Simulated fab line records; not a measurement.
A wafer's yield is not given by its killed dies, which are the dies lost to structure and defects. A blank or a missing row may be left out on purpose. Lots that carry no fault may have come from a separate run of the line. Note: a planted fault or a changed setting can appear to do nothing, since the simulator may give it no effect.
What tool caused it? + flow sky130 + 11 lots with 33 wafers sampled at 2 steps, on a route of 708 steps

WHAT EACH GAUGE READ, for each wafer
SKY_CAPM_THK_MEAS_04: measures by xrf. Usual: CAPM_TIN_THK typically reads 202.3 nm, with standard deviation 2.6.
| lot  | measured     | on            | CAPM_TIN_THK (nm) | flag |
|------|--------------|---------------|-------------------|------|
| L229 | day 37 09:55 | film metro-04 | 201.2 204.6 202.0 |      |
| L232 | day 38 20:40 | film metro-02 | 204.7 202.6 204.2 |      |
| L235 | day 39 08:01 | film metro-03 | 202.4 203.5 203.7 |      |
| L234 | day 39 14:13 | film metro-03 | 202.3 204.2 200.4 |      |
| L236 | day 39 15:22 | film metro-04 | 203.8 206.3 204.7 |      |
| L239 | day 40 21:29 | film metro-04 | 200.8 202.3 200.9 |      |
| L240 | day 41 02:49 | film metro-03 | 196.7 201.7 198.0 |      |
| L241 | day 41 06:40 | film metro-02 | 199.5 199.6 201.6 |      |
| L242 | day 41 11:25 | film metro-02 | 205.4 204.4 202.7 |      |
| L246 | day 42 13:13 | film metro-03 | 197.2 200.2 198.8 |      |
| L248 | day 43 17:50 | film metro-04 | 207.9 204.8 205.4 |      |

SKY_VIA3_THK_MEAS_01. Usual: VIA3_HDPCVD_THK typically reads 1630 nm, with standard deviation 18.
| lot  | measured     | on            | VIA3_HDPCVD_THK (nm) | flag |
|------|--------------|---------------|----------------------|------|
| L229 | day 39 15:10 | film metro-03 | 1640 1624 1588       |      |
| L232 | day 41 00:07 | film metro-01 | 1630 1611 1653       |      |
| L235 | day 41 10:47 | film metro-04 | 1626 1639 1626       |      |
| L234 | day 41 16:29 | film metro-03 | 1619 1616 1613       |      |
| L236 | day 41 18:31 | film metro-01 | 1630 1664 1648       |      |
| L239 | day 42 23:05 | film metro-03 | 1642 1624 1628       |      |
| L240 | day 43 02:59 | film metro-04 | 1650 1643 1630       |      |
| L241 | day 43 07:27 | film metro-04 | 1636 1593 1650       |      |
| L242 | day 43 12:23 | film metro-01 | 1624 1644 1654       |      |
| L246 | day 44 12:52 | film metro-04 | 1626 1614 1632       |      |
| L248 | day 45 14:55 | film metro-01 | 1602 1607 1612       |      |

WHAT TOOL EACH LOT RAN ON (gives the tool, then ch and the chambers of the sampled wafers, and finally the start)
Before these readings, the record contains no process step.

WHAT THE TOOLS THEMSELVES READ (means of the sampled wafers that have a number; where no wafer has one, the mark that the record gives instead)
The record holds no such reading with a usual standard deviation.

THE ANSWER, worked out from the rows above alone
Rule: take the mean of a lot's wafers that have a number; if it is more than 3 standard deviations from the usual mean, the lot is off. A lot without any number at a reading at which 4 lots or more have one is off too. Any other lot the step has rows for is counted as sound. First the gauges in route order, then the tools' own readings, where a lot's mean is used as printed above. The first step at which some lot is off is used, and at that step the reading that is off furthest; a lot without a number counts as furthest.
No lot is off at any reading shown: from this, nothing can be told.

WHAT THE SIMULATOR HAD PUT IN
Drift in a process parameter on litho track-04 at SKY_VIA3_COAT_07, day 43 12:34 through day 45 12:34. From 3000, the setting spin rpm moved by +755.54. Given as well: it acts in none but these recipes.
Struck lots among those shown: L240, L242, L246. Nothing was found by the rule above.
